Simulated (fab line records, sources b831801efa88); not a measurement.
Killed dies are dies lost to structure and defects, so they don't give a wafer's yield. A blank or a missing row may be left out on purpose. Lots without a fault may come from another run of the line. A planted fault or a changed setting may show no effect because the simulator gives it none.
Which tool did it? | flow gf180mcu | 13 lots, 39 wafers sampled, at 5 steps of a route of 602

WHAT THE GAUGES READ, wafer by wafer
GF_HV_LDD_OVL_MEAS_08. Usual: HV_LDD_OVL -0.2 nm, standard deviation 1.5.
lot  | measured     | on         | HV_LDD_OVL (nm) | flag
L467 | day 10 12:58 | overlay-02 | -0.9 0.0 -2.5   |
L468 | day 11 01:04 | overlay-02 | -0.3 0.5 1.2    |
L469 | day 11 09:13 | overlay-02 | 0.0 -2.6 -0.8   |
L470 | day 11 11:05 | overlay-01 | 2.0 1.4 1.0     |
L471 | day 11 16:26 | overlay-02 | 2.1 0.4 1.3     |
L472 | day 12 04:56 | overlay-02 | 0.5 1.8 1.4     |
L476 | day 13 08:55 | overlay-02 | -3.0 -2.2 -0.9  |
L481 | day 14 19:16 | overlay-01 | -2.0 0.0 -1.6   |
L482 | day 15 00:38 | overlay-01 | -1.5 -1.6 -0.8  |
L483 | day 15 11:07 | overlay-01 | 1.4 -1.4 -0.1   |
L486 | day 16 11:34 | overlay-02 | -0.4 0.6 1.6    |
L488 | day 17 07:16 | overlay-02 | 2.6 -1.7 1.3    |
L489 | day 17 17:07 | overlay-02 | 0.5 0.0 0.2     |

GF_HV_LDD_RS_MEAS_53: measures by four-point-probe. Usual: HV_LDD_RS 418.7 ohm/sq, standard deviation 0.81.
lot  | measured     | on            | HV_LDD_RS (ohm/sq) | flag
L467 | day 12 22:10 | film_metro-04 | 418.6 419.0 419.7  |
L468 | day 13 13:05 | film_metro-03 | 418.3 418.5 419.5  |
L469 | day 13 22:31 | film_metro-03 | 419.9 418.7 418.4  |
L470 | day 13 23:09 | film_metro-02 | 420.0 419.5 419.9  |
L471 | day 14 05:56 | film_metro-04 | 418.8 418.5 418.7  |
L472 | day 14 20:23 | film_metro-04 | 420.2 419.7 419.7  |
L476 | day 16 03:22 | film_metro-04 | 419.6 420.2 418.7  |
L481 | day 17 16:52 | film_metro-02 | 421.2 420.3 422.2  | OFF
L482 | day 17 23:07 | film_metro-04 | 418.8 419.7 419.3  |
L483 | day 18 10:35 | film_metro-03 | 421.2 420.6 421.6  | OFF
L486 | day 19 12:14 | film_metro-03 | 418.4 417.3 418.2  |
L488 | day 20 09:42 | film_metro-04 | 417.4 418.6 418.2  |
L489 | day 20 20:00 | film_metro-04 | 420.3 420.2 419.6  |

GF_HV_LDD_THK_MEAS_55. Usual: HV_LDD_CVD_54_THK 10.07 nm, standard deviation 0.12.
lot  | measured     | on            | HV_LDD_CVD_54_THK (nm) | flag
L467 | day 12 23:18 | film_metro-02 | 9.97 10.16 9.99        |
L468 | day 13 14:13 | film_metro-02 | 10.11 10.19 10.00      |
L469 | day 13 23:40 | film_metro-04 | 10.02 10.01 9.94       |
L470 | day 14 00:16 | film_metro-04 | 10.16 10.19 10.14      |
L471 | day 14 07:02 | film_metro-02 | 9.89 10.04 9.99        |
L472 | day 14 21:31 | film_metro-02 | 9.92 9.85 9.75         |
L476 | day 16 04:31 | film_metro-04 | 10.08 10.02 9.98       |
L481 | day 17 18:30 | film_metro-03 | 10.13 10.15 10.12      |
L482 | day 18 00:46 | film_metro-03 | 10.36 10.39 10.24      |
L483 | day 18 11:44 | film_metro-02 | 9.99 9.88 10.01        |
L486 | day 19 13:22 | film_metro-03 | 10.13 10.03 10.05      |
L488 | day 20 10:50 | film_metro-03 | 10.08 10.09 10.20      |
L489 | day 20 21:08 | film_metro-04 | 9.91 9.89 10.09        |

WHICH TOOL RAN EACH LOT (tool, then ch and the chambers of the sampled wafers, then the start)
lot  | GF_HV_LDD_STRIP_10                   | GF_HV_LDD_IMPLANT_33
L467 | plasma_asher-04 ch 0,1, day 10 13:10 | implanter-04 ch 0, day 12 02:49
L468 | plasma_asher-04 ch 0,1, day 11 01:16 | implanter-04 ch 0, day 12 15:56
L469 | plasma_asher-04 ch 0,1, day 11 09:25 | implanter-03 ch 0, day 13 00:25
L470 | plasma_asher-02 ch 0,1, day 11 11:17 | implanter-04 ch 0, day 13 01:31
L471 | plasma_asher-02 ch 0,1, day 11 16:38 | implanter-04 ch 0, day 13 07:47
L472 | plasma_asher-02 ch 0,1, day 12 05:07 | implanter-04 ch 0, day 13 22:08
L476 | plasma_asher-04 ch 0,1, day 13 09:07 | implanter-02 ch 0, day 15 03:44
L481 | plasma_asher-02 ch 0,1, day 14 19:26 | implanter-04 ch 0, day 16 15:50
L482 | plasma_asher-03 ch 0,1, day 15 00:49 | implanter-03 ch 0, day 16 22:04
L483 | plasma_asher-03 ch 0,1, day 15 11:17 | implanter-04 ch 0, day 17 09:40
L486 | plasma_asher-03 ch 0,1, day 16 11:44 | implanter-03 ch 0, day 18 10:28
L488 | plasma_asher-02 ch 0,1, day 17 07:26 | implanter-03 ch 0, day 19 08:01
L489 | plasma_asher-03 ch 0,1, day 17 17:17 | implanter-03 ch 0, day 19 18:22
- GF_HV_LDD_STRIP_10: strips in O2/N2.
- GF_HV_LDD_IMPLANT_33

WHAT THE TOOLS THEMSELVES READ (means of the sampled wafers that have a number; where no wafer has one, the mark that the record gives instead)
GF_HV_LDD_STRIP_10. Usual: drypump_motor_current_A 5.9 A, standard deviation 0.49; heater_power_w 345 W, standard deviation 49; oes_product_au 0.715 a.u., standard deviation 0.0044; strip_time_to_endpoint_s 12.63 s, standard deviation 0.031.
lot  | tool            | drypump_motor_current_A (A) | heater_power_w (W) | oes_product_au (a.u.) | strip_time_to_endpoint_s (s) | flag
L467 | plasma_asher-04 | 5.3                         | 355                | 0.714                 | 12.67                        |
L468 | plasma_asher-04 | 5.3                         | 356                | 0.715                 | 12.70                        |
L469 | plasma_asher-04 | 5.3                         | 352                | 0.714                 | 12.62                        |
L470 | plasma_asher-02 | 6.3                         | 373                | 0.717                 | 12.64                        |
L471 | plasma_asher-02 | 6.3                         | 379                | 0.714                 | 12.64                        |
L472 | plasma_asher-02 | 6.3                         | 355                | 0.716                 | 12.59                        |
L476 | plasma_asher-04 | 5.3                         | 359                | 0.713                 | 12.66                        |
L481 | plasma_asher-02 | 6.4                         | 381                | 0.715                 | 12.59                        |
L482 | plasma_asher-03 | 6.2                         | 282                | 0.711                 | 12.65                        |
L483 | plasma_asher-03 | 6.3                         | 286                | 0.711                 | 12.61                        |
L486 | plasma_asher-03 | 6.2                         | 332                | 0.719                 | 12.63                        |
L488 | plasma_asher-02 | 6.3                         | 378                | 0.711                 | 12.62                        |
L489 | plasma_asher-03 | 6.2                         | 284                | 0.714                 | 12.61                        |

GF_HV_LDD_IMPLANT_33. Usual: dose_ions_cm2 7.503e+12, standard deviation 7.3e+09; faraday_current_uA 42.3, standard deviation 0.9.
lot  | tool         | dose_ions_cm2 | faraday_current_uA | flag
L467 | implanter-04 | 7.512e+12     | 41.7               |
L468 | implanter-04 | 7.503e+12     | 42.3               |
L469 | implanter-03 | 7.508e+12     | 42.3               |
L470 | implanter-04 | 7.495e+12     | 43.7               |
L471 | implanter-04 | 7.505e+12     | 42.3               |
L472 | implanter-04 | 7.502e+12     | 42.1               |
L476 | implanter-02 | 7.510e+12     | 42.2               |
L481 | implanter-04 | 6.693e+12     | 37.6               | OFF
L482 | implanter-03 | 7.503e+12     | 42.7               |
L483 | implanter-04 | 6.699e+12     | 37.7               | OFF
L486 | implanter-03 | 7.511e+12     | 42.0               |
L488 | implanter-03 | 7.507e+12     | 42.2               |
L489 | implanter-03 | 7.497e+12     | 42.0               |

THE ANSWER, worked out from the rows above alone
Rule: a lot is off if the mean of its wafers that have a number lies more than 3 standard deviations from the usual mean. A lot without any number at a reading at which 4 lots or more have one is off too. The other lots that the step has rows for count as sound. The gauges are gone through in route order, then the tools' own readings, and for those a lot's mean is taken as printed above. The first step at which some lot is off is used, and at that step the reading that is off furthest; a lot without a number counts as furthest.
Off: L481, L483, at GF_HV_LDD_RS_MEAS_53 (HV_LDD_RS).
A tool fits if, at a process step before that reading, it ran every lot that is off, and no sound lot after the first of them. The gauges at GF_HV_LDD_RS_MEAS_53 aren't tried: what is off there is off at GF_HV_LDD_IMPLANT_33 too, on other tools, and a gauge's error can't cause that. One fits: implanter-04 at GF_HV_LDD_IMPLANT_33. Its last sound lot is L472 (day 13 22:08), its first lot that is off L481 (day 16 15:50): a fault that began between those two fits.
The tool's own readings at GF_HV_LDD_IMPLANT_33 bear it out: on the lots that are off they differ by more than 5 times the standard deviation of the sound lots' means. dose_ions_cm2 reads 6.696e+12 there against 7.505e+12 on the sound lots; faraday_current_uA reads 37.7 there against 42.3 on the sound lots.

WHAT THE SIMULATOR HAD PUT IN
Process parameter drift: implanter-04, from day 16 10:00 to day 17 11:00, at GF_HV_LDD_IMPLANT_33. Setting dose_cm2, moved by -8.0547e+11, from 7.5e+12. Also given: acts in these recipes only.
Lots struck among those shown: L481, L483. The rule above found the same.
